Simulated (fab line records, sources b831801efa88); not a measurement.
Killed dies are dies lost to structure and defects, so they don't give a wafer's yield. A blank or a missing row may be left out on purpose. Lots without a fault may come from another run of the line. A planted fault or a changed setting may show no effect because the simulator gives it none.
A struck lot beside a sound one | flow gf180mcu | 15 steps out of a route of 602
Sound: wafers L176.1, L176.5, L176.6. Struck: wafers L181.1, L181.3, L181.4. The cause comes at the end.
At each step with rows: each side's tool, then ch and its chambers, then its first start. Under that, the readings that differ: sound wafers | struck wafers | difference of the means | sigmas: that difference in standard deviations of wafers without a fault.
alike: readings whose means differ by less than 2 such deviations, and words and numbers that are the same on both sides. not compared: withheld readings, readings that some wafer has no value for, bounds like >300 that may hide the same value, and numbers for which the record gives no deviation and whose values overlap.
The two part at a step that has a row with sigmas, a row that says differs or no value, or rows on one side only. Numbers that don't overlap but have no deviation are shown without sigmas and don't part them. A reading that every wafer of one side lacks parts them only if that side has two wafers or more.

GF_VT_IMPLANT_OVL_MEAS_07:
  sound on overlay-01, day 5 15:13; struck on overlay-01, day 7 00:42
  alike: VT_IMPLANT_OVL
then, 1 step without rows for these wafers: GF_VT_IMPLANT_IMPLANT_08.
GF_VT_IMPLANT_STRIP_09: strips in O2/N2.
  sound on plasma_asher-03 ch 0,1, day 5 15:23; struck on plasma_asher-04 ch 0,1, day 7 00:53
  alike: drypump_motor_current_A, heater_power_w, oes_product_au, platen_temp_c, strip_time_to_endpoint_s
  not compared: rf_hours_counter_h
GF_VT_IMPLANT_TW_MEAS_10:
  sound on film_metro-02, day 5 15:29; struck on film_metro-02, day 7 00:59
  alike: VT_IMPLANT_TW
then, 7 steps without rows for these wafers: GF_VT_IMPLANT_DEHYDRATE_11 (time 60 s); GF_VT_IMPLANT_HMDS_12 (prime time 60 s); GF_VT_IMPLANT_COAT_13 (resist thk 1000 nm); GF_VT_IMPLANT_SOFTBAKE_14 (time 60 s); GF_VT_IMPLANT_EXPOSE_15 (exposes mask Nwell LV AREA, target cd 860 nm); GF_VT_IMPLANT_PEB_16; GF_VT_IMPLANT_DEVELOP_17 (develop time 60 s).
GF_VT_IMPLANT_OVL_MEAS_18:
  sound on overlay-02, day 6 06:03; struck on overlay-02, day 7 16:25
  reading                | sound         | struck      | difference | sigmas
  VT_IMPLANT_01_OVL (nm) | 0.5 -0.4 -0.7 | 2.7 3.9 3.5 | +3.6       | +2
GF_VT_IMPLANT_IMPLANT_19:
  sound on implanter-03 ch 0, day 6 06:05; struck on implanter-03 ch 0, day 7 16:26
  reading            | sound             | struck            | difference | sigmas
  tilt_deg (degrees) | 6.962 6.973 6.990 | 9.346 9.350 9.343 | +2.371     | +99 or more
GF_VT_IMPLANT_STRIP_20: strips in O2/N2.
  sound on plasma_asher-03 ch 0,1, day 6 06:14; struck on plasma_asher-04 ch 0,1, day 7 16:35
  alike: drypump_motor_current_A, heater_power_w, oes_product_au, platen_temp_c, strip_time_to_endpoint_s
  not compared: rf_hours_counter_h
then, 1 step without rows for these wafers: GF_PASSIVATION_PROBE_99.

WHERE THEY PART
First at GF_VT_IMPLANT_OVL_MEAS_18; last, within this record, at GF_VT_IMPLANT_IMPLANT_19. Later steps at which nothing parts them and some readings are alike: GF_VT_IMPLANT_STRIP_20.

WHY: what the simulator had put in
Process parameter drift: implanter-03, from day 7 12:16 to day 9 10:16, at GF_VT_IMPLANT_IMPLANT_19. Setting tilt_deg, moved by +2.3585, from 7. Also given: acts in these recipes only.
